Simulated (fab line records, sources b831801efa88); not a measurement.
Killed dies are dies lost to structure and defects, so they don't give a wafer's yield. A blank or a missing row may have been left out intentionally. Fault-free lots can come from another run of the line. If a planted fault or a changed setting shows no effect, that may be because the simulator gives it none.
2 desks, one fault + flow sfq-line + each desk holds nothing but its own numbers, with what lay behind them at the end

== AT THE METROLOGY DESK ==
Lot by lot, what the gauges showed, no matter which tool ran the lot: averages of those sampled wafers that carry a number. A lot is out of limits, marked OUT, if its mean lies more than 4 standard deviations from the usual mean; the brackets give that distance.
Columns: A = I3_BOW at SFQ_I3_BOW_MEAS_922, usual 5 um
| lot  | first seen here | A  |
|------|-----------------|----|
| L623 | day 46 18:34    | 3  |
| L624 | day 46 19:58    | 5  |
| L625 | day 47 02:05    | 8  |
| L626 | day 47 19:46    | -4 |
| L627 | day 48 22:16    | -0 |
| L628 | day 49 07:14    | 1  |
| L631 | day 50 21:16    | 15 |
| L634 | day 51 22:04    | -5 |
| L635 | day 52 04:01    | 1  |
| L639 | day 54 05:43    | 5  |
| L640 | day 54 09:19    | 1  |
| L642 | day 54 17:25    | 5  |
| L645 | day 55 18:10    | 7  |
| L646 | day 55 22:44    | 5  |
Finding of this desk: none of the 14 lots has anything out of limits.

== THE TOOL OWNER'S DESK: litho-track-03 ==
The tool's own readings at SFQ_TRILAYER_I3_VIA_LITHO_PEB_088 (peb time 60 s): means of the sampled wafers that have a number, for each lot that ran on this tool. A lot is out of limits, marked OUT, if its mean lies more than 4 standard deviations from the usual mean; the brackets give that distance.
Columns: A = heater-power-total-W at SFQ_TRILAYER_I3_VIA_LITHO_PEB_088, usual 79.15 W; B = plate-temp-C at SFQ_TRILAYER_I3_VIA_LITHO_PEB_088, usual 115.07 C
| lot  | first seen here | A               | B                |
|------|-----------------|-----------------|------------------|
| L623 | day 46 21:57    | 79.13           | 115.08           |
| L625 | day 48 04:03    | 79.17           | 115.15           |
| L626 | day 48 06:17    | 79.13           | 115.06           |
| L631 | day 57 01:35    | 79.11           | 115.12           |
| L634 | day 58 00:23    | 75.84 (-45) OUT | 111.36 (-29) OUT |
| L635 | day 58 06:20    | 75.84 (-45) OUT | 111.44 (-28) OUT |
| L645 | day 61 18:04    | 79.21           | 115.09           |
Finding of this desk: L634, L635 out of limits; the first was L634 at day 58 00:23, on heater-power-total-W at SFQ_TRILAYER_I3_VIA_LITHO_PEB_088. In limits: L623, L625, L626, L631, L645.

== PUT TOGETHER ==
On L634, L635, at day 58 00:23, an alarm was possible from the tool owner's desk.
Nothing out of limits was seen by the metrology desk.
The metrology desk has L634, L635 on record, within its limits.
Of the lots named, all ran SFQ_TRILAYER_I3_VIA_LITHO_PEB_088 on litho-track-03.

== WHAT WAS PUT IN BY THE SIMULATOR ==
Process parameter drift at SFQ_TRILAYER_I3_VIA_LITHO_PEB_088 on litho-track-03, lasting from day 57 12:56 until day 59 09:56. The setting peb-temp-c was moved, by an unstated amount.
Struck lots among those shown: L634, L635.
Delay in hours, fault start to first out-of-limits reading, by desk: the tool owner's desk at 11.
